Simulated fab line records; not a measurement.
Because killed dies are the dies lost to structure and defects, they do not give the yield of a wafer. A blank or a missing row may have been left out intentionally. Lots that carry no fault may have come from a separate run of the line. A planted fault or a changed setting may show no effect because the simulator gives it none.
Which tool is to blame? | flow gf180mcu | Sampling: 13 lots, 39 wafers, 3 of 602 route steps

## WHAT THE GAUGES READ, wafer by wafer
GF_TOP_METAL_OVL_MEAS_15. Usual: TOP_METAL_OVL typically reads -0.2 nm, with standard deviation 1.3.
lot  | measured     | on         | TOP_METAL_OVL (nm) | flag
L963 | day 28 02:26 | overlay-02 | -0.7 -0.3 -1.8     | 
L964 | day 28 10:58 | overlay-02 | -1.9 -0.9 -0.1     | 
L965 | day 28 19:59 | overlay-02 | 0.0 0.7 0.7        | 
L966 | day 29 03:22 | overlay-02 | -2.0 -1.8 -1.8     | 
L971 | day 30 18:52 | overlay-02 | 0.5 0.9 0.7        | 
L972 | day 31 00:55 | overlay-02 | -0.5 0.5 0.0       | 
L973 | day 31 09:28 | overlay-01 | -0.6 -0.3 0.2      | 
L974 | day 31 15:14 | overlay-01 | -1.5 -1.1 -0.1     | 
L980 | day 33 00:43 | overlay-02 | -2.5 -1.2 -0.8     | 
L983 | day 33 18:34 | overlay-01 | 2.5 -0.9 1.5       | 
L984 | day 34 03:01 | overlay-02 | 1.3 0.8 -0.3       | 
L985 | day 34 03:28 | overlay-02 | 0.0 -0.3 1.0       | 
L986 | day 34 08:16 | overlay-01 | -2.1 -0.6 0.0      | 

## EACH LOT AND THE TOOL THAT RAN IT (in order: tool; ch and the chambers of the sampled wafers; start)
lot  | GF_V2_ETCH_16                     | GF_TOP_METAL_SPUTTER_01
L963 | rieDiel-04 ch 0,1,3, day 20 06:37 | pvdSputter-01, day 27 05:55
L964 | rieDiel-04 ch 1,2, day 20 14:16   | pvdSputter-03, day 27 14:42
L965 | rieDiel-01 ch 0,1,2, day 21 03:31 | pvdSputter-01, day 28 00:48
L966 | rieDiel-01 ch 1,3, day 21 12:27   | pvdSputter-01, day 28 08:55
L971 | rieDiel-01 ch 0,1, day 23 13:16   | pvdSputter-03, day 30 00:25
L972 | rieDiel-01 ch 0,3, day 23 19:37   | pvdSputter-04, day 30 06:52
L973 | rieDiel-01 ch 1,2,3, day 24 08:22 | pvdSputter-01, day 30 15:07
L974 | rieDiel-01 ch 0,2,3, day 24 14:35 | pvdSputter-03, day 30 21:41
L980 | rieDiel-02 ch 1,2, day 26 09:13   | pvdSputter-01, day 32 08:29
L983 | rieDiel-02 ch 0,2,3, day 27 06:19 | pvdSputter-04, day 33 02:37
L984 | rieDiel-01 ch 1,2,3, day 27 12:19 | pvdSputter-03, day 33 11:47
L985 | rieDiel-04 ch 0,2, day 27 19:03   | pvdSputter-01, day 33 12:27
L986 | rieDiel-01 ch 1,3, day 28 00:24   | pvdSputter-04, day 33 16:50
- GF_V2_ETCH_16: etches BARC in N2/H2.
- GF_TOP_METAL_SPUTTER_01: material TiN, target thk 30 nm, time 25 s.

## WHAT THE TOOLS THEMSELVES READ (means of the sampled wafers that have a number; where no wafer has one, the mark that the record gives instead)
GF_V2_ETCH_16. Usual: drypumpMotorCurrentA 5.6 A, standard deviation 0.36; n2FlowSccm 100.01 sccm, standard deviation 0.29; oesProductAu 0.855 a.u., standard deviation 0.0049; throttleValvePct 13.225 %, standard deviation 0.008.
lot  | tool       | drypumpMotorCurrentA (A) | n2FlowSccm (sccm) | oesProductAu (a.u.) | throttleValvePct (%) | flag
L963 | rieDiel-04 | 5.8                      | 100.11            | 0.857               | 13.226               | 
L964 | rieDiel-04 | 5.7                      | 100.26            | 0.858               | 13.232               | 
L965 | rieDiel-01 | 5.5                      | 100.04            | 0.855               | 13.228               | 
L966 | rieDiel-01 | 5.2                      | 100.02            | 0.852               | 13.224               | 
L971 | rieDiel-01 | 5.5                      | 99.78             | 0.857               | 13.225               | 
L972 | rieDiel-01 | 5.4                      | 100.04            | 0.857               | 13.224               | 
L973 | rieDiel-01 | 5.4                      | 99.99             | 0.857               | 13.229               | 
L974 | rieDiel-01 | 5.5                      | 99.84             | 0.865               | 13.225               | 
L980 | rieDiel-02 | 6.3                      | 100.09            | 0.852               | 13.220               | 
L983 | rieDiel-02 | 6.2                      | 99.90             | 0.854               | 13.227               | 
L984 | rieDiel-01 | 5.4                      | 100.05            | 0.853               | 13.226               | 
L985 | rieDiel-04 | 5.5                      | 100.08            | 0.857               | 13.226               | 
L986 | rieDiel-01 | 5.3                      | 99.83             | 0.853               | 13.219               | 

GF_TOP_METAL_SPUTTER_01. Usual: chamberPressurePa 0.4000 Pa, standard deviation 0.00088; throttleValvePct 30.2 %, standard deviation 0.77.
lot  | tool          | chamberPressurePa (Pa) | throttleValvePct (%) | flag
L963 | pvdSputter-01 | 0.3986                 | 31.1                 | 
L964 | pvdSputter-03 | 0.4001                 | 29.9                 | 
L965 | pvdSputter-01 | 0.3993                 | 30.4                 | 
L966 | pvdSputter-01 | 0.4004                 | 30.2                 | 
L971 | pvdSputter-03 | 0.3993                 | 30.4                 | 
L972 | pvdSputter-04 | 0.3997                 | 30.1                 | 
L973 | pvdSputter-01 | 0.4001                 | 30.3                 | 
L974 | pvdSputter-03 | 0.4000                 | 30.2                 | 
L980 | pvdSputter-01 | 0.4002                 | 29.7                 | 
L983 | pvdSputter-04 | 0.3998                 | 30.1                 | 
L984 | pvdSputter-03 | 0.4006                 | 30.3                 | 
L985 | pvdSputter-01 | 0.3997                 | 30.6                 | 
L986 | pvdSputter-04 | 0.4002                 | 30.1                 | 

## THE ANSWER, worked out from the rows above alone
Rule: a lot is off if the mean of its wafers that have a number lies more than 3 standard deviations from the usual mean. Also off: a lot with no number at a reading for which 4 or more lots have one. Any other lot the step has rows for is counted as sound. After the gauges, taken in route order, come the tools' own readings; for these a lot's mean is taken, as printed above. The first step at which some lot is off is used, and at that step the reading that is off furthest; a lot without a number counts as furthest.
Across all readings shown, no lot is off: no conclusion can be drawn from this.

## WHAT WAS PUT IN BY THE SIMULATOR
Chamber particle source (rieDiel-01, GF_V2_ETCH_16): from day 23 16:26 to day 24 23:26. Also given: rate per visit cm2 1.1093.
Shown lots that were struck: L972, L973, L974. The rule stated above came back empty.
